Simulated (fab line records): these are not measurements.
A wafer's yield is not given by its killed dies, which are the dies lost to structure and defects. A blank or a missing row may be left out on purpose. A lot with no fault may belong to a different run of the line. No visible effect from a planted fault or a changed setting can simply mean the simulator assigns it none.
Chamber matching -- flow gf180mcu -- GF_POLY_GATE_ETCH_12 on rie_diel-04 has 4 sister chambers
The step etches BARC in N2/H2. 14 wafers are shown with their chamber, then 7 later ones without.

== WAFERS, EACH WITH ITS CHAMBER ==
wafer,chamber,oes_product_au (a.u.),throttle_valve_pct (%)
L456.2,3,0.740,13.218
L456.3,2,0.732,13.204
L456.5,2,0.742,13.220
L461.1,2,0.741,13.203
L461.2,1,0.734,13.208
L461.3,1,0.735,13.224
L462.1,2,0.743,13.216
L462.2,3,0.737,13.209
L462.6,2,0.741,13.228
L471.1,2,0.732,13.212
L471.3,1,0.735,13.207
L471.4,0,0.743,13.210
L475.1,3,0.733,13.216
L475.4,3,0.732,13.216

SIGNATURES (means of the wafers above)
reading,chamber 0,chamber 1,chamber 2,chamber 3,scatter within a chamber
oes_product_au,0.74300,0.73467,0.73850,0.73550,0.00414
throttle_valve_pct,13.21000,13.21300,13.21383,13.21475,0.0083
Rule: for each reading, subtract the chamber's mean from the wafer's reading, divide by that reading's scatter and square the result; add these up over the readings and take the root, which gives the wafer's distance from the chamber. If the next closest chamber is less than 2 further off than the closest, the wafer can't be placed; otherwise it belongs to the closest. How the scatter is found: for the shown wafers, subtract from each reading the mean of its chamber, square and add these, divide the total by (wafers less chambers), then take the root.

== WAFERS MISSING THEIR CHAMBER ==
wafer,oes_product_au (a.u.),throttle_valve_pct (%)
L475.5,0.737,13.224
L478.2,0.737,13.209
L478.3,0.733,13.217
L478.4,0.745,13.220
L479.1,0.732,13.232
L479.4,0.728,13.213
L479.6,0.729,13.214

== WHICH CHAMBER EACH ONE RAN IN ==
wafer,from the rows above,in truth
L475.5,can't be placed: 3 or 2 or 1 or 0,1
L478.2,can't be placed: 2 or 1 or 3 or 0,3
L478.3,can't be placed: 1 or 3 or 2 or 0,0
L478.4,can't be placed: 0 or 2 or 3 or 1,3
L479.1,can't be placed: 3 or 1 or 2 or 0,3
L479.4,can't be placed: 1 or 3 or 2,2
L479.6,can't be placed: 1 or 3 or 2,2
Placed correctly: 0 of 7. Not placeable from these rows: 7 (in 7, the candidates include the true chamber). Number placed wrongly: 0.
